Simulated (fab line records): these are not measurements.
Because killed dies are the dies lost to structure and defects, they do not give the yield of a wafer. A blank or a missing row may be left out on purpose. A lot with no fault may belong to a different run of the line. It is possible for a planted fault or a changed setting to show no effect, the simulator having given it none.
Problem report in the 8D (eight disciplines) form, filled by code || flow sky130 || the parts of the form that need people (team, actions taken, sign-off) are left out

## 1. WHAT WENT WRONG
heater power total W at SKY_SD_N_SOFTBAKE_03 reads a mean of 57.44 W on 6 wafers of 2 lots; wafers without a fault read 56.60 W with a standard deviation of 0.047. Measured from the usual mean, that is +18 standard deviations.
The step: time 60 s.
Seen first at day 33 15:05 on litho track-02, wafer L668.1. At this step, 42 wafers from 14 lots have a number in the record. Rule for "out" (also "out of limits"): further than 4 standard deviations from the usual mean. All remaining wafers that have a number are taken as sound.

## 2. WHAT IT IS AND WHAT IT IS NOT
{"question": "which readings at this step", "is": "heater power total W, plate temp C", "is not": "-"}
{"question": "which lots", "is": "L668, L670", "is not": "L652, L653, L654, L656, L658, L659, L660, L661, L663, L672, L674, L675"}
{"question": "which wafers of those lots", "is": "all that have a number", "is not": "-"}
{"question": "read on which tools", "is": "litho track-02", "is not": "litho track-01, litho track-04"}
{"question": "when", "is": "from day 33 15:05", "is not": "up to then (27 sound wafers); but 9 sound wafers of L672, L674, L675 came after"}

## 3. SUSPECTS, AND WHAT RULES EACH OUT
Counting: a tool at a process step up to the reading stays a suspect if it ran every lot that is out and no sound lot after the first of them.
- litho track-02 at SKY_SD_N_SOFTBAKE_03 (time 60 s): kept. It ran every lot that is out, first L668 (day 33 15:05), and no sound lot after that; its last sound lot up to then is L663 (day 31 15:59). On those wafers its own readings are out: heater power total W, plate temp C.
After counting, what remains is litho track-02 at SKY_SD_N_SOFTBAKE_03.

## 4. THE CAUSE (what the simulator had put in)
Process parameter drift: litho track-02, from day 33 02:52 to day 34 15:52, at SKY_SD_N_SOFTBAKE_03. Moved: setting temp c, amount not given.
After counting, this tool was the only one left.

## 5. THE CHAIN OF EFFECTS, in route order
Each row: a reading whose mean over the struck wafers that have a number lies more than 3 standard deviations from the usual. Scope: only readings with a usual standard deviation given in the record; hours: median across lots of the time from each lot's start at the first step in this table that gives one to its start at this step; sigmas: change in usual standard deviations.
{"hours": 0, "step": "SKY_SD_N_SOFTBAKE_03", "reading": "heater power total W", "usual": "56.60 W", "on struck wafers": 57.44, "change": "+0.84", "sigmas": "+18"}
{"hours": 0, "step": "SKY_SD_N_SOFTBAKE_03", "reading": "plate temp C", "usual": "89.99 C", "on struck wafers": 91.02, "change": "+1.03", "sigmas": "+7.9"}
It contains these process steps:
- SKY_SD_N_SOFTBAKE_03: time 60 s.
Later measuring or inspecting steps at which every struck wafer that the step has a row for has a number for every such reading, and none has moved that far: SKY_LI_CONTACT_CD_MEAS_12.

## 6. HOW IT WOULD HAVE BEEN CAUGHT EARLIER
12 hours passed between the start of the fault at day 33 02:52 and the first reading out of limits in this record, taken at day 33 15:05.
